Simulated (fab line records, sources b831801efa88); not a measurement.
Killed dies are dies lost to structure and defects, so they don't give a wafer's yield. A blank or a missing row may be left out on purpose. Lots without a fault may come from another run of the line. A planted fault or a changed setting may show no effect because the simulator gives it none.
fab line records | flow gf180mcu
record lots=24 wafers=72 last_day=34
route steps=602 shown MVPSD@88 CONTACT@291 V1@349 M2@366 M3@409
lots that met no fault: from a run of the same line without faults
start_h: hours from the record's first day to the start of the lot's first wafer shown | wait_h: hours since the lot's step before | " the same as in the row above | L1.1+2: a row that stands for several wafers | - no value, or no start given | * or withheld: withheld | < > ~ a bound
route shown NAME@n: a module of which the file shows steps, and the number in the route of the first | usual: mean/standard deviation of fault-free wafers | same: alike in all rows | chamber/n: place in a boat | sites: the reading at each site | _std_site: their standard deviation | _edge_site: outer sites' mean less inner sites' | radius_mm: how far each site lies from the wafer's centre | mask NAME#n: copy n | behind: the tool/chamber that last shaped the wafer | hold: why the lot was held/for how many hours/how that ended | device: the transistor (n, p or np) that didn't switch | end of line: the same wafers' tests at the end of the route | a step without rows: its recipe alone | killed: dies lost to structure and defects at the first sort, not the wafer's yield | map: a wafer's dies, x killed, . not, _ none there
set.NAME: the setting as run; set.NAME@STEP: as run at that earlier step | model.NAME: the simulator's own value behind a step, which no gauge read
steps of the route over a sample of lots; a table a step, a row a wafer
services: from which hour (start_h, from the record's first day; less than 0 if before it) a tool's chamber was out of use, for how many hours, and why
## steps
# step GF_MVPSD_STRIP_10
# recipe chemistry=O2/N2 power_w=1400 pressure_mtorr=1500 platen_temp_c=250 o2_flow_sccm=3000 n2_flow_sccm=300 overash_fraction=0.5
# usual drypump_motor_current_A=5.6/0.46 heater_power_w=311/25 o2_flow_sccm=3000/10 oes_product_au=0.723/0.0047 strip_time_to_endpoint_s=36.92/0.094
# columns lot.wafer tool chamber start_h wait_h drypump_motor_current_A heater_power_w o2_flow_sccm oes_product_au rf_hours_counter_h strip_time_to_endpoint_s
L074.2 plasma_asher-02 1 97.76 0.1 6.1 314 2989 0.720 42 36.91
L074.3 " 1 " " 6.1 311 2987 0.723 - 36.86
L074.4 " 0 " " 4.9 281 2990 0.733 - 36.89
L075.3 plasma_asher-02 0 103.94 0.1 4.9 284 2994 0.727 - 36.82
L075.4 " 1 " " 6.1 309 3001 0.724 - 36.84
L075.5 " 1 " " 6.1 307 3001 0.724 - 36.86
L076.3 plasma_asher-02 0 109.01 0.1 4.9 292 3000 0.726 - 36.88
L076.5 " 1 " " 6.0 319 3007 0.725 - 36.75
L076.6 " 0 " " 4.9 285 2985 0.717 - 36.92
L077.1 plasma_asher-02 0 114.96 0.1 4.9 288 2983 0.721 44 36.93
L077.2 " 1 " " 6.1 314 3004 0.726 44 36.96
L077.3 " 1 " " 6.1 305 2989 0.722 - 36.90
L078.2 plasma_asher-03 0 122.08 0.1 5.6 285 3010 0.728 0 36.94
L078.4 " 0 " " 5.6 282 3008 0.730 - 36.88
L078.6 " 0 " " 5.6 289 2993 0.718 - 36.95
L079.1 plasma_asher-01 0 127.88 0.1 5.3 312 3005 0.723 36 36.84
L079.3 " 0 " " 5.3 307 3018 0.730 - 36.84
L079.6 " 0 " " 5.3 315 3001 0.722 - 36.81
L080.2 plasma_asher-01 0 133.23 0.1 5.3 315 2990 0.725 36 36.97
L080.4 " 0 " " 5.3 318 2977 0.720 - 36.98
L080.5 " 0 " " 5.3 315 2989 0.715 - 36.95
L081.3 plasma_asher-01 0 140.69 0.1 5.3 312 2993 0.717 - 36.99
L081.4 " 1 " " 5.7 371 3004 0.730 - 36.84
L081.5 " 0 " " 5.3 321 2990 0.725 - 36.91
L082.1 plasma_asher-02 1 146.62 0.1 6.1 301 2991 0.727 48 37.19
L082.3 " 1 " " 6.0 301 3014 0.724 - 37.11
L082.5 " 0 " " 4.9 286 3004 0.718 - 37.05
L083.3 plasma_asher-02 0 152.94 0.1 4.9 291 2993 0.724 - 36.92
L083.4 " 1 " " 6.1 310 3015 0.721 - 36.90
L083.5 " 0 " " 4.9 285 3007 0.724 - 36.96
L084.1 plasma_asher-01 0 159.67 0.1 5.3 314 3001 0.726 39 36.95
L084.5 " 1 " " 5.7 358 2997 0.714 - 36.88
L084.6 " 0 " " 5.3 312 3000 0.718 - 36.96
L085.1 plasma_asher-01 0 162.97 0.1 5.3 317 2990 0.721 40 36.86
L085.2 " 1 " " 5.7 361 3013 0.721 40 36.95
L085.4 " 0 " " 5.3 312 2994 0.728 - 36.99
L086.2 plasma_asher-01 0 171.52 0.1 5.3 307 2993 0.721 40 36.94
L086.5 " 0 " " 5.3 318 2997 0.722 - 36.90
L086.6 " 1 " " 5.7 357 3002 0.728 - 36.98
L087.1 plasma_asher-02 0 173.86 0.1 4.9 293 2993 0.729 50 36.88
L087.2 " 1 " " 6.1 304 2999 0.722 50 36.76
L087.4 " 1 " " 6.1 307 3012 0.723 - 36.90
L088.2 plasma_asher-02 1 182.86 0.1 6.0 307 3005 0.718 51 37.00
L088.3 " 0 " " 4.9 295 2992 0.714 - 37.04
L088.6 " 1 " " 6.1 295 3019 0.715 - 36.98
L089.2 plasma_asher-03 0 186.81 0.1 5.6 289 3008 0.724 8 37.11
L089.4 " 0 " " 5.6 284 3000 0.725 - 36.99
L089.6 " 1 " " 6.2 304 2998 0.717 - 36.93
L090.1 plasma_asher-02 0 193.37 0.1 4.9 289 3009 0.726 52 36.77
L090.3 " 0 " " 4.9 288 2989 0.732 - 36.68
L090.5 " 1 " " 6.1 306 3019 0.721 - 36.71
L091.3 plasma_asher-02 0 197.47 0.1 4.9 287 3003 0.728 - 36.97
L091.4 " 1 " " 6.0 305 3018 0.721 - 36.98
L091.5 " 1 " " 6.1 311 3012 0.720 - 37.00
L092.1 plasma_asher-03 0 202.61 0.1 5.7 282 2994 0.719 9 37.00
L092.3 " 0 " " 5.7 285 2990 0.716 - 36.88
L092.6 " 1 " " 6.2 308 3021 0.726 - 36.94
L093.2 plasma_asher-02 0 208.47 0.1 4.9 289 3015 0.722 53 36.98
L093.4 " 0 " " 4.9 289 3004 0.726 - 36.99
L093.6 " 1 " " 6.1 303 3012 0.721 - 36.93
L094.1 plasma_asher-01 1 215.54 0.1 5.7 359 2995 0.718 45 37.00
L094.2 " 0 " " 5.3 323 3020 0.730 45 37.09
L094.3 " 1 " " 5.7 367 2987 0.731 - 37.04
L095.1 plasma_asher-03 1 221.62 0.1 6.2 304 3004 0.727 11 36.92
L095.3 " 0 " " 5.7 291 3003 0.725 - 36.91
L095.5 " 1 " " 6.2 300 3004 0.727 - 36.79
L096.2 plasma_asher-03 0 226.52 0.1 5.6 288 3016 0.726 12 36.79
L096.3 " 0 " " 5.6 292 3011 0.725 - 36.82
L096.4 " 1 " " 6.2 310 2988 0.723 - 36.81
L097.2 plasma_asher-01 1 234.82 0.1 5.7 356 2990 0.721 47 36.86
L097.3 " 1 " " 5.7 355 2991 0.722 - 36.89
L097.4 " 0 " " 5.3 307 3012 0.719 - 36.89
# step GF_CONTACT_CMP_04
# recipe material=SiO2 down_force_psi=4 platen_rpm=60 pad_velocity_m_s=0.94248
# usual motor_current_A=12.1/0.74 retaining_ring_pressure_frac=1.000/0.0049 time_to_endpoint_s=110/5.3
# columns lot.wafer tool chamber start_h wait_h motor_current_A retaining_ring_pressure_frac time_to_endpoint_s
L074.4 cmp-01 0 344.00 0.0 11.9 1.003 116
L074.3 " 1 " " 12.3 0.996 104
L074.2 " 3 " " 12.3 1.007 108
L075.3 cmp-01 3 353.61 0.0 12.7 1.002 112
L075.4 " 0 " " 12.1 0.999 115
L075.5 " 0 " " 12.2 0.997 119
L076.3 cmp-02 3 354.94 0.1 13.4 1.005 101
L076.6 " 1 " " 10.6 0.989 110
L076.5 " 2 " " 12.5 1.002 106
L077.2 cmp-01 1 363.59 0.0 12.1 1.006 100
L077.1 " 3 " " 11.9 1.009 107
L077.3 " 0 " " 12.4 1.000 109
L078.2 cmp-02 2 374.99 0.0 12.1 0.995 104
L078.4 " 3 " " 12.5 0.993 110
L078.6 " 3 " " 12.7 0.995 110
L079.1 cmp-01 0 386.07 0.1 12.1 0.998 108
L079.3 " 2 " " 12.2 1.002 114
L079.6 " 0 " " 11.8 1.002 115
L080.2 cmp-02 3 394.66 0.1 13.1 1.000 107
L080.4 " 1 " " 11.2 1.012 113
L080.5 " 3 " " 12.7 0.995 116
L081.3 cmp-01 0 400.76 0.1 12.5 0.994 104
L081.4 " 1 " " 12.3 1.000 107
L081.5 " 3 " " 12.2 1.001 108
L082.3 cmp-02 2 413.29 0.1 12.7 0.995 114
L082.1 " 0 " " 11.4 1.003 111
L082.5 " 2 " " 12.5 0.993 114
L083.4 cmp-02 0 419.79 0.1 11.8 1.001 109
L083.3 " 1 " " 10.7 1.003 101
L083.5 " 3 " " 12.9 0.997 111
L084.1 cmp-01 1 428.51 0.1 12.5 1.002 102
L084.5 " 1 " " 12.5 1.004 111
L084.6 " 2 " " 12.5 0.995 107
L085.2 cmp-01 3 432.59 0.0 12.4 0.999 107
L085.1 " 1 " " 12.6 0.995 105
L085.4 " 2 " " 12.8 0.990 113
L086.2 cmp-02 3 446.19 0.1 13.8 0.997 105
L086.5 " 1 " " 11.1 0.998 111
L086.6 " 2 " " 11.9 0.995 111
L087.4 cmp-01 2 449.59 0.1 12.3 0.997 114
L087.2 " 3 " " 12.1 0.992 111
L087.1 " 0 " " 12.6 0.990 115
L088.3 cmp-02 1 470.61 0.0 10.6 1.001 107
L088.2 " 3 " " 13.0 1.002 109
L088.6 " 1 " " 10.9 1.002 113
L089.2 cmp-02 2 472.24 0.1 12.9 1.002 103
L089.4 " 3 " " 13.0 0.997 102
L089.6 " 0 " " 11.4 1.000 101
L090.1 cmp-02 2 481.23 0.1 12.5 0.994 102
L090.3 " 3 " " 13.1 1.000 99
L090.5 " 3 " " 12.6 1.006 110
L091.3 cmp-02 3 485.05 0.0 13.0 0.992 104
L091.4 " 1 " " 11.0 0.994 115
L091.5 " 0 " " 11.6 1.002 113
L092.1 cmp-02 3 491.09 0.1 13.5 1.000 108
L092.3 " 2 " " 12.9 1.006 102
L092.6 " 0 " " 12.3 0.991 105
L093.2 cmp-02 1 500.79 0.0 10.5 1.000 97
L093.4 " 2 " " 12.1 0.998 111
L093.6 " 1 " " 11.2 1.001 114
L094.3 cmp-02 0 512.19 0.2 11.7 1.008 112
L094.2 " 2 " " 12.5 0.997 113
L094.1 " 3 " " 13.2 1.007 110
L095.3 cmp-01 2 517.80 0.0 12.4 0.992 115
L095.1 " 3 " " 12.7 0.999 111
L095.5 " 2 " " 12.9 0.994 120
L096.3 cmp-02 1 522.73 0.1 10.9 1.002 107
L096.2 " 2 " " 12.5 1.000 110
L096.4 " 3 " " 12.9 0.998 111
L097.3 cmp-02 0 532.79 0.0 12.4 0.992 111
L097.2 " 1 " " 10.5 1.009 113
L097.4 " 3 " " 13.2 1.009 118
# step GF_CONTACT_CMP_27
# recipe stop_on=SiO2 down_force_psi=3.5 platen_rpm=60 t_overpolish_s=15 target_thk_nm=0 pad_velocity_m_s=0.94248
# usual motor_current_A=11.2/0.64 overpolish_run_s=15.001/0.0083 retaining_ring_pressure_frac=1.000/0.0046 time_to_endpoint_s=72.2/2.6
# columns lot.wafer tool chamber start_h wait_h motor_current_A overpolish_run_s retaining_ring_pressure_frac time_to_endpoint_s
L074.2 cmp-01 2 367.58 0.1 11.1 14.981 1.006 73.1
L074.3 " 3 " " 11.7 15.003 1.000 72.9
L074.4 " 0 " " 11.3 15.004 0.998 75.8
L075.3 cmp-01 0 377.28 0.1 10.3 15.013 0.998 75.9
L075.4 " 1 " " 10.6 14.994 1.000 69.9
L075.5 " 0 " " 11.1 14.987 0.999 74.9
L076.3 cmp-02 0 378.79 0.4 10.3 15.016 1.003 72.1
L076.5 " 3 " " 11.4 14.992 0.990 72.6
L076.6 " 0 " " 10.9 15.005 0.991 73.9
L077.1 cmp-02 2 387.64 0.1 11.3 15.000 0.998 78.0
L077.3 " 3 " " 11.0 14.995 1.000 77.1
L077.2 " 0 " " 10.7 15.003 0.999 75.7
L078.4 cmp-01 1 398.54 0.1 11.4 15.012 1.001 67.3
L078.2 " 2 " " 10.8 14.996 0.994 71.2
L078.6 " 0 " " 11.3 15.002 1.005 73.3
L079.3 cmp-01 3 410.49 0.1 12.1 15.010 0.999 70.0
L079.1 " 1 " " 11.4 15.014 0.999 71.4
L079.6 " 2 " " 11.8 14.993 1.001 74.0
L080.4 cmp-02 2 419.28 0.1 11.5 15.021 0.994 74.9
L080.2 " 3 " " 12.0 15.005 0.996 73.8
L080.5 " 1 " " 10.0 14.983 0.995 74.8
L081.4 cmp-02 3 425.53 0.0 12.1 15.003 0.998 70.1
L081.3 " 0 " " 11.0 14.990 1.004 69.7
L081.5 " 3 " " 11.8 15.005 0.999 67.4
L082.3 cmp-02 3 438.59 0.0 11.6 14.996 1.000 69.4
L082.1 " 0 " " 10.6 14.995 1.001 72.7
L082.5 " 3 " " 11.6 14.999 0.991 71.4
L083.3 cmp-01 2 445.16 0.1 11.6 15.009 1.004 72.1
L083.4 " 3 " " 11.9 14.993 1.001 73.5
L083.5 " 2 " " 11.4 15.007 1.001 72.4
L084.1 cmp-01 1 453.88 0.2 11.3 15.001 1.003 72.6
L084.5 " 2 " " 11.7 15.002 0.997 73.4
L084.6 " 3 " " 11.9 15.009 1.004 75.1
L085.1 cmp-02 2 458.01 0.1 11.3 15.007 1.005 73.6
L085.2 " 3 " " 11.6 15.004 0.994 71.7
L085.4 " 0 " " 11.3 14.983 0.992 73.0
L086.2 cmp-01 0 471.34 0.1 11.5 14.996 1.000 72.2
L086.5 " 3 " " 11.4 15.002 1.003 71.0
L086.6 " 0 " " 11.3 14.994 0.995 73.1
L087.4 cmp-02 3 474.64 0.1 11.5 15.004 0.995 70.5
L087.2 " 0 " " 10.6 14.998 1.004 67.3
L087.1 " 1 " " 9.5 14.988 0.993 70.2
L088.2 cmp-02 1 495.88 0.1 9.5 14.995 1.006 73.5
L088.3 " 2 " " 11.3 15.014 1.006 73.2
L088.6 " 0 " " 11.2 14.996 0.995 72.8
L089.2 cmp-02 3 497.38 0.0 11.7 14.992 0.995 74.2
L089.4 " 0 " " 11.0 14.991 0.997 72.7
L089.6 " 3 " " 12.3 14.985 1.001 76.4
L090.1 cmp-01 1 506.29 0.1 10.9 15.006 0.997 67.3
L090.3 " 3 " " 11.4 15.010 0.999 70.4
L090.5 " 2 " " 11.5 15.011 1.003 68.4
L091.3 cmp-02 2 510.44 0.1 11.7 15.007 1.003 72.2
L091.4 " 0 " " 10.4 14.993 0.998 66.6
L091.5 " 1 " " 10.1 15.002 1.004 72.2
L092.3 cmp-02 1 515.65 0.1 10.0 15.000 1.001 72.5
L092.1 " 3 " " 11.8 14.985 1.005 67.8
L092.6 " 0 " " 10.2 14.993 0.993 65.9
L093.2 cmp-02 3 524.81 0.0 11.7 15.002 0.995 71.6
L093.4 " 2 " " 12.0 14.984 1.009 75.9
L093.6 " 3 " " 12.1 14.998 0.991 72.6
L094.3 cmp-01 0 536.75 0.0 11.4 14.996 0.999 74.0
L094.2 " 1 " " 11.2 14.995 0.992 67.8
L094.1 " 3 " " 11.6 15.016 1.001 70.6
L095.3 cmp-02 3 541.18 0.0 11.9 14.992 0.992 71.6
L095.1 " 2 " " 11.0 15.003 0.994 74.6
L095.5 " 3 " " 12.1 14.995 0.997 70.3
L096.4 cmp-01 3 546.89 0.1 11.4 15.005 1.005 70.0
L096.2 " 0 " " 11.4 14.990 1.010 74.1
L096.3 " 1 " " 11.4 15.004 1.001 68.9
L097.3 cmp-01 0 555.89 0.1 10.9 15.004 1.003 67.8
L097.4 " 1 " " 11.3 15.010 0.991 68.6
L097.2 " 2 " " 11.5 15.010 1.006 71.2
# step GF_V1_CD_MEAS_14
# recipe target_cd_nm=260
# usual cd_nm=259.8/1.3
# columns lot.wafer tool chamber start_h wait_h cd_nm
L074.2 cd_sem-01 - 413.84 0.1 260.5
L074.3 " - " " 261.9
L074.4 " - " " 259.5
L075.3 cd_sem-02 - 424.96 0.1 261.3
L075.4 " - " " 260.7
L075.5 " - " " 259.0
L076.3 cd_sem-01 - 426.63 0.1 259.2
L076.5 " - " " 260.5
L076.6 " - " " 260.9
L077.1 cd_sem-01 - 436.28 0.1 258.3
L077.2 " - " " 258.1
L077.3 " - " " 258.6
L078.2 cd_sem-02 - 448.66 0.1 259.2
L078.4 " - " " 259.1
L078.6 " - " " 259.9
L079.1 cd_sem-01 - 459.64 0.1 256.5
L079.3 " - " " 256.7
L079.6 " - " " 256.5
L080.2 cd_sem-02 - 468.41 0.1 259.0
L080.4 " - " " 259.9
L080.5 " - " " 259.7
L081.3 cd_sem-02 - 474.98 0.1 259.4
L081.4 " - " " 260.2
L081.5 " - " " 259.1
L082.1 cd_sem-01 - 487.91 0.1 259.8
L082.3 " - " " 261.2
L082.5 " - " " 259.8
L083.3 cd_sem-02 - 493.82 0.1 260.4
L083.4 " - " " 260.3
L083.5 " - " " 261.5
L084.1 cd_sem-01 - 502.53 0.1 259.4
L084.5 " - " " 259.6
L084.6 " - " " 259.4
L085.1 cd_sem-02 - 507.06 0.1 262.4
L085.2 " - " " 260.0
L085.4 " - " " 261.2
L086.2 cd_sem-01 - 521.08 0.1 258.7
L086.5 " - " " 260.8
L086.6 " - " " 261.0
L087.1 cd_sem-01 - 523.03 0.1 259.3
L087.2 " - " " 260.3
L087.4 " - " " 259.8
L088.2 cd_sem-02 - 544.05 0.1 259.0
L088.3 " - " " 258.6
L088.6 " - " " 259.2
L089.2 cd_sem-02 - 545.53 0.1 260.1
L089.4 " - " " 260.5
L089.6 " - " " 260.5
L090.1 cd_sem-01 - 553.23 0.1 262.1
L090.3 " - " " 261.8
L090.5 " - " " 261.6
L091.3 cd_sem-02 - 557.00 0.1 257.7
L091.4 " - " " 258.7
L091.5 " - " " 258.4
L092.1 cd_sem-01 - 562.74 0.1 259.6
L092.3 " - " " 260.3
L092.6 " - " " 259.5
L093.2 cd_sem-01 - 572.30 0.1 261.1
L093.4 " - " " 260.1
L093.6 " - " " 259.8
L094.1 cd_sem-02 - 582.34 0.1 261.1
L094.2 " - " " 261.3
L094.3 " - " " 260.8
L095.1 cd_sem-01 - 588.58 0.1 261.6
L095.3 " - " " 261.7
L095.5 " - " " 261.9
L096.2 cd_sem-01 - 591.71 0.1 259.1
L096.3 " - " " 258.8
L096.4 " - " " 260.2
L097.2 cd_sem-01 - 600.61 0.1 258.7
L097.3 " - " " 259.9
L097.4 " - " " 259.2
# step GF_M2_SPUTTER_04
# recipe material=TiN target_thk_nm=50 power_w=6500 time_s=41.7 chamber_pressure_pa=0.4
# usual throttle_valve_pct=30.4/0.9
# columns lot.wafer tool chamber start_h wait_h throttle_valve_pct
L074.2 pvd_sputter-02 - 415.60 0.0 29.6
L074.3 " - " " 30.8
L074.4 " - " " 31.3
L075.3 pvd_sputter-02 - 426.61 0.0 30.0
L075.4 " - " " 31.4
L075.5 " - " " 31.0
L076.3 pvd_sputter-02 - 428.29 0.0 29.8
L076.5 " - " " 30.5
L076.6 " - " " 30.8
L077.1 pvd_sputter-02 - 437.98 0.0 30.7
L077.2 " - " " 31.4
L077.3 " - " " 29.9
L078.2 pvd_sputter-04 - 450.33 0.0 32.0
L078.4 " - " " 30.0
L078.6 " - " " 30.9
L079.1 pvd_sputter-04 - 461.33 0.0 30.9
L079.3 " - " " 31.7
L079.6 " - " " 31.6
L080.2 pvd_sputter-02 - 470.09 0.0 29.8
L080.4 " - " " 29.9
L080.5 " - " " 30.8
L081.3 pvd_sputter-02 - 476.63 0.0 30.5
L081.4 " - " " 29.7
L081.5 " - " " 30.6
L082.1 pvd_sputter-02 - 489.61 0.0 30.8
L082.3 " - " " 30.9
L082.5 " - " " 30.5
L083.3 pvd_sputter-04 - 495.56 0.0 31.1
L083.4 " - " " 31.6
L083.5 " - " " 31.4
L084.1 pvd_sputter-04 - 504.34 0.0 30.9
L084.5 " - " " 30.8
L084.6 " - " " 31.8
L085.1 pvd_sputter-04 - 509.18 0.0 29.9
L085.2 " - " " 31.0
L085.4 " - " " 31.8
L086.2 pvd_sputter-02 - 522.86 0.0 31.4
L086.5 " - " " 29.7
L086.6 " - " " 31.2
L087.1 pvd_sputter-02 - 524.83 0.0 30.3
L087.2 " - " " 31.6
L087.4 " - " " 29.7
L088.2 pvd_sputter-04 - 545.83 0.0 30.3
L088.3 " - " " 31.7
L088.6 " - " " 30.7
L089.2 pvd_sputter-01 - 547.45 0.0 30.5
L089.4 " - " " 28.1
L089.6 " - " " 30.2
L090.1 pvd_sputter-01 - 555.48 0.0 29.7
L090.3 " - " " 27.9
L090.5 " - " " 29.6
L091.3 pvd_sputter-01 - 559.14 0.0 30.6
L091.4 " - " " 29.8
L091.5 " - " " 30.5
L092.1 pvd_sputter-01 - 564.65 0.0 30.4
L092.3 " - " " 30.2
L092.6 " - " " 30.5
L093.2 pvd_sputter-01 - 574.60 0.0 30.5
L093.4 " - " " 30.0
L093.6 " - " " 28.3
L094.1 pvd_sputter-01 - 584.37 0.0 30.7
L094.2 " - " " 30.5
L094.3 " - " " 27.9
L095.1 pvd_sputter-01 - 590.29 0.0 30.7
L095.3 " - " " 30.2
L095.5 " - " " 29.8
L096.2 pvd_sputter-01 - 593.38 0.0 30.1
L096.3 " - " " 28.0
L096.4 " - " " 30.8
L097.2 pvd_sputter-02 - 602.31 0.0 30.7
L097.3 " - " " 30.7
L097.4 " - " " 29.8
# step GF_M3_SPUTTER_00
# recipe material=Ti target_thk_nm=37.5 arriving_ion_energy_ev=80 substrate_temp_c=200 chamber_pressure_pa=2 power_w=4000 time_s=150
# usual substrate_temp_c=199.99/0.16 throttle_valve_pct=30.2/1
# columns lot.wafer tool chamber start_h wait_h substrate_temp_c throttle_valve_pct
L074.2 pvd_sputter-04 - 466.31 0.2 199.87 31.6
L074.3 " - " " 199.94 30.6
L074.4 " - " " 200.12 31.0
L075.3 pvd_sputter-03 - 477.13 0.1 200.07 29.9
L075.4 " - " " 200.37 30.7
L075.5 " - " " 200.32 31.0
L076.3 pvd_sputter-03 - 478.53 0.2 200.17 31.0
L076.5 " - " " 199.84 28.7
L076.6 " - " " 200.15 31.0
L077.1 pvd_sputter-04 - 488.13 0.2 200.19 31.5
L077.2 " - " " 200.03 30.1
L077.3 " - " " 199.91 30.9
L078.2 pvd_sputter-01 - 500.43 0.2 200.07 27.9
L078.4 " - " " 200.04 30.4
L078.6 " - " " 200.00 30.7
L079.1 pvd_sputter-01 - 511.89 0.1 200.07 28.0
L079.3 " - " " 199.85 30.3
L079.6 " - " " 199.79 30.4
L080.2 pvd_sputter-01 - 520.55 0.1 200.02 30.7
L080.4 " - " " 199.64 29.9
L080.5 " - " " 199.86 29.7
L081.3 pvd_sputter-01 - 526.28 0.1 200.21 29.9
L081.4 " - " " 200.04 28.0
L081.5 " - " " 200.11 29.9
L082.1 pvd_sputter-04 - 538.81 0.1 199.92 30.1
L082.3 " - " " 199.77 30.9
L082.5 " - " " 199.85 30.4
L083.3 pvd_sputter-01 - 544.62 0.2 200.26 28.0
L083.4 " - " " 199.66 29.6
L083.5 " - " " 199.77 30.5
L084.1 pvd_sputter-04 - 551.17 0.1 199.80 30.5
L084.5 " - " " 199.95 30.8
L084.6 " - " " 200.12 31.6
L085.1 pvd_sputter-01 - 557.18 0.1 199.91 28.2
L085.2 " - " " 199.81 30.3
L085.4 " - " " 199.95 30.5
L086.2 pvd_sputter-01 - 571.44 0.2 200.07 29.7
L086.5 " - " " 200.07 28.0
L086.6 " - " " 199.97 30.6
L087.1 pvd_sputter-03 - 572.75 0.1 199.96 28.6
L087.2 " - " " 200.10 30.5
L087.4 " - " " 199.72 31.0
L088.2 pvd_sputter-03 - 593.54 0.1 199.97 30.4
L088.3 " - " " 200.12 28.6
L088.6 " - " " 200.14 28.8
L089.2 pvd_sputter-04 - 594.19 0.1 200.11 30.9
L089.4 " - " " 199.98 31.0
L089.6 " - " " 200.09 31.2
L090.1 pvd_sputter-01 - 602.04 0.1 200.14 29.7
L090.3 " - " " 199.87 30.4
L090.5 " - " " 200.03 29.8
L091.3 pvd_sputter-04 - 604.59 0.2 199.76 30.5
L091.4 " - " " 199.87 31.5
L091.5 " - " " 199.68 30.9
L092.1 pvd_sputter-03 - 611.39 0.1 199.87 30.4
L092.3 " - " " 199.99 28.7
L092.6 " - " " 199.91 31.1
L093.2 pvd_sputter-04 - 620.09 0.2 200.05 29.9
L093.4 " - " " 199.81 31.3
L093.6 " - " " 199.98 30.8
L094.1 pvd_sputter-01 - 628.69 0.2 199.82 30.3
L094.2 " - " " 199.86 30.3
L094.3 " - " " 199.97 28.2
L095.1 pvd_sputter-04 - 635.08 0.1 200.09 30.1
L095.3 " - " " 199.85 31.1
L095.5 " - " " 199.93 30.4
L096.2 pvd_sputter-04 - 637.66 0.2 200.12 31.4
L096.3 " - " " 200.21 31.5
L096.4 " - " " 200.11 30.1
L097.2 pvd_sputter-03 - 646.00 0.2 199.93 30.9
L097.3 " - " " 199.86 31.0
L097.4 " - " " 200.03 28.8
## services
# columns tool chamber start_h hours kind
cmp-01 - 226.55 0.2 repair
cmp-02 - 230.49 0.3 repair
cmp-02 - 232.00 4.0 pm
cmp-01 - 259.41 5.5 pm
cmp-01 - 266.80 0.9 repair
cmp-01 - 268.51 2.8 repair
cmp-02 - 286.79 3.9 repair
cmp-01 - 326.08 0.5 repair
cmp-01 - 345.81 3.5 repair
cmp-02 - 349.32 3.8 pm
cmp-01 - 377.84 2.8 repair
cmp-01 - 403.88 1.1 repair
cmp-01 - 406.25 4.0 pm
cmp-01 - 412.92 14.3 pm
cmp-01 - 472.84 0.6 repair
cmp-01 - 482.39 1.2 repair
cmp-01 - 511.09 3.2 pm
cmp-01 - 541.80 4.4 repair
cmp-02 - 547.50 15.1 repair
cmp-02 - 569.83 2.5 repair
cmp-02 - 572.29 4.0 pm
cmp-02 - 580.29 3.3 repair
cmp-01 - 586.23 6.6 repair
cmp-02 - 610.99 0.3 repair
## key
fault none
